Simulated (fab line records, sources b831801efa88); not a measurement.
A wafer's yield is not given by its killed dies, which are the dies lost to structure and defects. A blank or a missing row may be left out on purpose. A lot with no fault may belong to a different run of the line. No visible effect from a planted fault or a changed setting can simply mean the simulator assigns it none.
A struck lot beside a sound one :: flow sky130 :: 16 steps out of a route of 708
Sound: wafers L755.1, L755.2, L755.5. Struck: wafers L765.1, L765.2, L765.6. Last of all comes the cause.
Per side, at each step with rows, come the tool, then ch with its chambers, and then its first start. Under that, the readings that differ: sound wafers :: struck wafers :: difference of the means :: sigmas: that difference in standard deviations of wafers without a fault.
alike: words and numbers the same on both sides, and readings whose means are apart by under 2 such deviations; not compared: readings that were withheld, readings missing a value for some wafer, numbers with overlapping values and no deviation given by the record, and bounds like >300 which may hide the same value.
A row with sigmas, a row that says differs or no value, or rows on one side alone: a step with any of these is where the two part. Numbers that don't overlap but have no deviation are shown without sigmas and don't part them. A reading that every wafer of one side lacks parts them only if that side has two wafers or more.

SKY_LDD_P_OVL_MEAS_08:
  struck on overlay-02, day 25 20:53; sound on overlay-02, day 22 09:50
  alike: LDD_P_OVL
after that, 1 step had no rows for these wafers: SKY_LDD_P_IMPLANT_09.
SKY_LDD_P_STRIP_10: strips in O2/N2.
  sound on plasma asher-03 ch 0,1, day 22 10:02; struck on plasma asher-02 ch 0,1, day 25 21:04
  alike: drypump motor current A, oes product au, strip time to endpoint s
  not compared: rf hours counter h
SKY_LDD_P_TW_MEAS_11:
  struck on film metro-04, day 25 21:10; sound on film metro-01, day 22 10:08
reading: LDD_P_TW
sound: 624 629 627
struck: 645 646 643
difference: +18
sigmas: +2
then, 7 steps without rows for these wafers: SKY_LDD_HVN_DEHYDRATE_00 (time 60 s); SKY_LDD_HVN_HMDS_01 (prime time 60 s); SKY_LDD_HVN_COAT_02 (resist thk 300 nm); SKY_LDD_HVN_SOFTBAKE_03 (time 60 s); SKY_LDD_HVN_EXPOSE_04 (exposes mask HVNTM, target cd 700 nm); SKY_LDD_HVN_PEB_05; SKY_LDD_HVN_DEVELOP_06 (develop time 60 s).
SKY_LDD_HVN_OVL_MEAS_07:
  struck on overlay-01, day 27 02:32; sound on overlay-02, day 23 16:49
  alike: LDD_HVN_OVL
SKY_LDD_HVN_IMPLANT_08:
  sound on implanter-03 ch 0, day 23 16:52; struck on implanter-03 ch 0, day 27 02:34
reading: beam energy keV
sound: 60.047 60.050 60.028
struck: 82.355 82.347 82.388
difference: +22.322
sigmas: +99 or more

reading: model.implant.rp nm (nm)
sound: 54.32 54.32 54.32
struck: 78.27 78.27 78.27
difference: +23.95
sigmas: 

reading: model.implant.drp nm (nm)
sound: 28.15 28.15 28.15
struck: 36.93 36.93 36.93
difference: +8.78
sigmas: 
SKY_LDD_HVN_STRIP_09: strips in O2/N2.
  sound on plasma asher-02 ch 0,1, day 23 17:01; struck on plasma asher-04 ch 0,1, day 27 02:43
reading: strip time to endpoint s (s)
sound: 4.103 4.100 4.116
struck: 4.169 4.156 4.143
difference: +0.050
sigmas: +3
  alike: drypump motor current A, oes product au
  not compared: rf hours counter h
SKY_LDD_HVN_TW_MEAS_10:
  struck on film metro-03, day 27 03:03; sound on film metro-01, day 23 17:07
reading: LDD_HVN_TW
sound: 1430 1433 1426
struck: 1533 1522 1525
difference: +97
sigmas: +5
  not compared: hold
-- a jump in the record: the struck wafers' starts before and after are 23 days apart (it breaks off in module LDD_HVN and resumes in module PAD_OPEN, where the first step shown is number 708 of the route) --
SKY_PAD_OPEN_PROBE_99:
  struck on prober-02, day 50 09:34; sound on prober-01, day 48 06:52
reading: model.etest.tip_n_5v.rs ohm sq
sound: 1406 1405 1389
struck: 1209 1208 1208
difference: -192
sigmas: 

reading: model.etest.nfet g5v0d10v5.r on ohm um
sound: 1878 1868 1843
struck: 1808 1806 1808
difference: -56
sigmas: 

reading: model.etest.nfet g5v0d10v5.drive ua um
sound: 607 614.4 618.1
struck: 628.7 630.5 633.9
difference: +17.9
sigmas: 

reading: model.etest.nfet_05v0_nvt.drive ua um
sound: 576.5 580.5 585.1
struck: 586.9 593.4 587.9
difference: +8.7
sigmas: 

reading: model.etest.ring_5v.delay ps
sound: 44.66 44.57 44.78
struck: 44.37 44.36 43.9
difference: -0.46
sigmas: 

reading: model.etest.nfet_05v0_nvt.off log10 a um
sound: -10.88 -11.14 -11.04
struck: -10.86 -10.77 -10.77
difference: +0.22
sigmas: 

reading: model.etest.nfet g5v0d10v5.vt sat v (V)
sound: 0.7693 0.7633 0.7597
struck: 0.7015 0.691 0.7009
difference: -0.0663
sigmas: 

reading: model.etest.nfet g5v0d10v5.vt v (V)
sound: 0.8247 0.8188 0.816
struck: 0.788 0.7775 0.7878
difference: -0.035
sigmas: 
  alike: killed_at_M0_to_M3, killed_at_M4_up, killed at contacts, killed at front end, killed at other, killed dies, killed on rim, killed open, killed short

== WHERE THEY PART ==
Last at SKY_LDD_HVN_TW_MEAS_10 as far as this record goes, first at SKY_LDD_P_TW_MEAS_11. Later steps at which nothing parts them and some readings are alike: SKY_PAD_OPEN_PROBE_99.

WHY: what the simulator had put in
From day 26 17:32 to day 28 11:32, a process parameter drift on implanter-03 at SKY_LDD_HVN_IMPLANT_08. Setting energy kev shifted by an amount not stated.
